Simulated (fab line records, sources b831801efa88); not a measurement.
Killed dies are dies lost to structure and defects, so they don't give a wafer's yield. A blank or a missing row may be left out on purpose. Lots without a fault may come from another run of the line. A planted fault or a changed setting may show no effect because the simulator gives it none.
A struck lot beside a sound one | flow sky130 | 21 steps out of a route of 708
Sound: wafers L461.1, L461.4, L461.5. Struck: wafers L468.2, L468.4, L468.6. The cause comes at the end.
At each step with rows: each side's tool, then ch and its chambers, then its first start. Under that, the readings that differ: sound wafers | struck wafers | difference of the means | sigmas: that difference in standard deviations of wafers without a fault.
alike: readings whose means differ by less than 2 such deviations, and words and numbers that are the same on both sides. not compared: withheld readings, readings that some wafer has no value for, bounds like >300 that may hide the same value, and numbers for which the record gives no deviation and whose values overlap.
The two part at a step that has a row with sigmas, a row that says differs or no value, or rows on one side only. Numbers that don't overlap but have no deviation are shown without sigmas and don't part them. A reading that every wafer of one side lacks parts them only if that side has two wafers or more.

first, 6 steps without rows for these wafers: SKY_LDD_N_IMPLANT_10; SKY_LDD_N_IMPLANT_11; SKY_LDD_N_IMPLANT_12; SKY_LDD_N_IMPLANT_13; SKY_LDD_N_IMPLANT_14; SKY_LDD_N_IMPLANT_15.
SKY_LDD_N_STRIP_16: strips in O2/N2.
  sound on plasma_asher-03 ch 0,1, day 19 16:46; struck on plasma_asher-01 ch 0,1, day 22 15:25
  alike: drypump_motor_current_A, oes_product_au, strip_time_to_endpoint_s
  not compared: rf_hours_counter_h
SKY_LDD_N_TW_MEAS_17:
  sound on film_metro-01, day 19 16:52; struck on film_metro-04, day 22 15:31
  reading  | sound          | struck         | difference | sigmas
  LDD_N_TW | 2574 2571 2556 | 2638 2643 2632 | +71        | +2
then, 4 steps without rows for these wafers: SKY_LDD_P_DEHYDRATE_00 (time 60 s); SKY_LDD_P_HMDS_01 (prime time 60 s); SKY_LDD_P_COAT_02 (resist thk 1140 nm); SKY_LDD_P_SOFTBAKE_03 (time 60 s).
SKY_LDD_P_EXPOSE_04: exposes mask PSDM, target cd 380 nm.
  sound on iline_stepper-01 ch 0, day 20 08:29; struck on iline_stepper-02 ch 0, day 23 06:22
  reading | sound                | struck                  | difference | sigmas
  mask    | PSDM#0 PSDM#0 PSDM#0 | HVPTM#0 HVPTM#0 HVPTM#0 | differs    |
then, 2 steps without rows for these wafers: SKY_LDD_P_PEB_05; SKY_LDD_P_DEVELOP_06 (develop time 60 s).
SKY_LDD_P_CD_MEAS_07: target cd 380 nm.
  sound on cd_sem-01, day 20 23:32; struck on cd_sem-02, day 23 21:46
  reading    | sound             | struck | difference                    | sigmas
  cd_nm (nm) | 381.8 383.4 379.5 | - - -  | no value on the struck wafers |
SKY_LDD_P_OVL_MEAS_08:
  sound on overlay-01, day 20 23:40; struck on overlay-01, day 23 21:52
  reading        | sound          | struck | difference                    | sigmas
  LDD_P_OVL (nm) | -1.6 -0.3 -0.1 | - - -  | no value on the struck wafers |
then, 1 step without rows for these wafers: SKY_LDD_P_IMPLANT_09.
SKY_LDD_P_STRIP_10: strips in O2/N2.
  sound on plasma_asher-04 ch 0,1, day 20 23:50; struck on plasma_asher-03 ch 0,1, day 23 22:02
  alike: drypump_motor_current_A, oes_product_au, strip_time_to_endpoint_s
  not compared: rf_hours_counter_h
SKY_LDD_P_TW_MEAS_11:
  sound on film_metro-02, day 20 23:56; struck on film_metro-02, day 23 22:23
  reading  | sound       | struck   | difference | sigmas
  LDD_P_TW | 627 624 629 | 30 30 30 | -597       | -81
  not compared: hold
then, 1 step without rows for these wafers: SKY_PAD_OPEN_PROBE_99.

WHERE THEY PART
First at SKY_LDD_N_TW_MEAS_17; last, within this record, at SKY_LDD_P_TW_MEAS_11.

WHY: what the simulator had put in
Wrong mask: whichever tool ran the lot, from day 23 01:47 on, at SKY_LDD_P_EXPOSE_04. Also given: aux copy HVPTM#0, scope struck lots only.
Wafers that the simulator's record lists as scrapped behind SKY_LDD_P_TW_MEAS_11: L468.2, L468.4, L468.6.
